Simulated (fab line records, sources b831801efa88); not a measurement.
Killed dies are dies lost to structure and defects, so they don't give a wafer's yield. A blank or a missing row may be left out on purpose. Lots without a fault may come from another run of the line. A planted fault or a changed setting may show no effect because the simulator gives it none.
Tool commonality check | flow gf180mcu | 13 lots, 38 wafers sampled

WHY IT WAS OPENED
At GF_V3_THK_MEAS_01 the reading V3_CVD_00_THK is flagged on 2 of 13 lots. Wafers without a fault read 603 nm, standard deviation 6.9.
Rule: a lot is flagged when every wafer of it that has a number lies more than 4 standard deviations from that mean, or none has a number. The other lots count as sound.

lot  | measured     | on            | V3_CVD_00_THK (nm), wafer by wafer | flag
L533 | day 21 17:14 | film_metro-03 | 601 607 606                        |
L534 | day 22 05:25 | film_metro-03 | 605 605 603                        |
L535 | day 22 15:46 | film_metro-04 | 605 591 601                        |
L539 | day 24 04:58 | film_metro-03 | 613 613 610                        |
L540 | day 24 05:29 | film_metro-02 | 604 601 602                        |
L541 | day 24 19:22 | film_metro-02 | 1202 1193 1209                     | FLAGGED
L542 | day 25 00:55 | film_metro-04 | 592 605 604                        |
L545 | day 25 23:04 | film_metro-02 | 1206 1221                          | FLAGGED
L549 | day 27 04:38 | film_metro-04 | 609 605 605                        |
L550 | day 27 10:38 | film_metro-02 | 605 598 599                        |
L551 | day 27 18:32 | film_metro-03 | 596 597 600                        |
L553 | day 28 09:38 | film_metro-04 | 604 602 605                        |
L555 | day 29 01:48 | film_metro-04 | 595 608 596                        |
The numbers of the flagged lots are 1206 nm on average: +603 nm against the usual, or +87 standard deviations.

WHICH TOOL RAN EACH LOT
The record holds 3 process steps before the reading, out of a route of 602 steps. In each cell: the tool, then ch and the chambers that the sampled wafers went through, then the start.
lot  | flag    | GF_V2_CVD_23                  | GF_M3_SPUTTER_00             | GF_V3_CVD_00
L533 |         | cvd_w-02 ch 0,1, day 20 15:59 | pvd_sputter-04, day 20 16:34 | hdpcvd-01 ch 1,2, day 21 17:10
L534 |         | cvd_w-01 ch 1, day 21 03:48   | pvd_sputter-04, day 21 04:34 | hdpcvd-01 ch 0,2, day 22 05:20
L535 |         | cvd_w-02 ch 0,1, day 21 14:11 | pvd_sputter-01, day 21 14:50 | hdpcvd-02 ch 0,2, day 22 15:40
L539 |         | cvd_w-01 ch 0,1, day 23 04:43 | pvd_sputter-02, day 23 05:18 | hdpcvd-02 ch 0,1,2, day 24 04:54
L540 |         | cvd_w-02 ch 0,1, day 23 05:22 | pvd_sputter-01, day 23 05:57 | hdpcvd-01 ch 0,1,2, day 24 05:25
L541 | FLAGGED | cvd_w-02 ch 0,1, day 23 19:56 | pvd_sputter-02, day 23 20:29 | hdpcvd-02 ch 0,1,2, day 24 19:02
L542 |         | cvd_w-01 ch 0,1, day 24 01:21 | pvd_sputter-01, day 24 01:56 | hdpcvd-01 ch 0,1, day 25 00:50
L545 | FLAGGED | cvd_w-01 ch 0,1, day 24 23:44 | pvd_sputter-04, day 25 00:17 | hdpcvd-01 ch 0,1, day 25 22:44
L549 |         | cvd_w-01 ch 0,1, day 26 05:56 | pvd_sputter-02, day 26 06:31 | hdpcvd-02 ch 0,2, day 27 04:34
L550 |         | cvd_w-01 ch 0,1, day 26 12:05 | pvd_sputter-02, day 26 12:42 | hdpcvd-01 ch 0,1,2, day 27 10:34
L551 |         | cvd_w-01 ch 0,1, day 26 21:02 | pvd_sputter-02, day 26 21:38 | hdpcvd-02 ch 0,2, day 27 18:28
L553 |         | cvd_w-01 ch 0,1, day 27 11:55 | pvd_sputter-04, day 27 12:31 | hdpcvd-02 ch 0,1,2, day 28 09:34
L555 |         | cvd_w-02 ch 0,1, day 28 04:47 | pvd_sputter-02, day 28 05:23 | hdpcvd-02 ch 0,2, day 29 01:44
What these steps do:
- GF_V2_CVD_23: deposits W, target thk 350 nm, time 104.94 s.
- GF_M3_SPUTTER_00: material Ti, target thk 37.5 nm, time 150 s.
- GF_V3_CVD_00: deposits SiO2, target thk 600 nm, time 100 s.
- GF_V3_THK_MEAS_01

FLAGGED OVER TOTAL, TOOL BY TOOL (the gauges that took the reading come last)
step              | tool           | lots run | flagged | share of the flagged lots | sound lots run after its first flagged lot
GF_V2_CVD_23      | cvd_w-01       | 8        | 1       | some                      | 4 (L549,L550,L551,L553)
GF_V2_CVD_23      | cvd_w-02       | 5        | 1       | some                      | 1 (L555)
GF_M3_SPUTTER_00  | pvd_sputter-01 | 3        | 0       | none                      | -
GF_M3_SPUTTER_00  | pvd_sputter-02 | 6        | 1       | some                      | 4 (L549,L550,L551,L555)
GF_M3_SPUTTER_00  | pvd_sputter-04 | 4        | 1       | some                      | 1 (L553)
GF_V3_CVD_00      | hdpcvd-01      | 6        | 1       | some                      | 1 (L550)
GF_V3_CVD_00      | hdpcvd-02      | 7        | 1       | some                      | 4 (L549,L551,L553,L555)
GF_V3_THK_MEAS_01 | film_metro-02  | 4        | 2       | all                       | 1 (L550)
GF_V3_THK_MEAS_01 | film_metro-03  | 4        | 0       | none                      | -
GF_V3_THK_MEAS_01 | film_metro-04  | 5        | 0       | none                      | -

WHAT THE TABLE ALLOWS
1 row of the table ran every flagged lot: film_metro-02 at GF_V3_THK_MEAS_01.
- film_metro-02 at GF_V3_THK_MEAS_01: 2 of its 4 lots flagged. Sound lots ran on it after the first flagged one (L550), which a lasting fault on the whole tool wouldn't allow.
No row of the table ran every flagged lot and no sound lot after the first.

WHAT THE SIMULATOR HAD PUT IN
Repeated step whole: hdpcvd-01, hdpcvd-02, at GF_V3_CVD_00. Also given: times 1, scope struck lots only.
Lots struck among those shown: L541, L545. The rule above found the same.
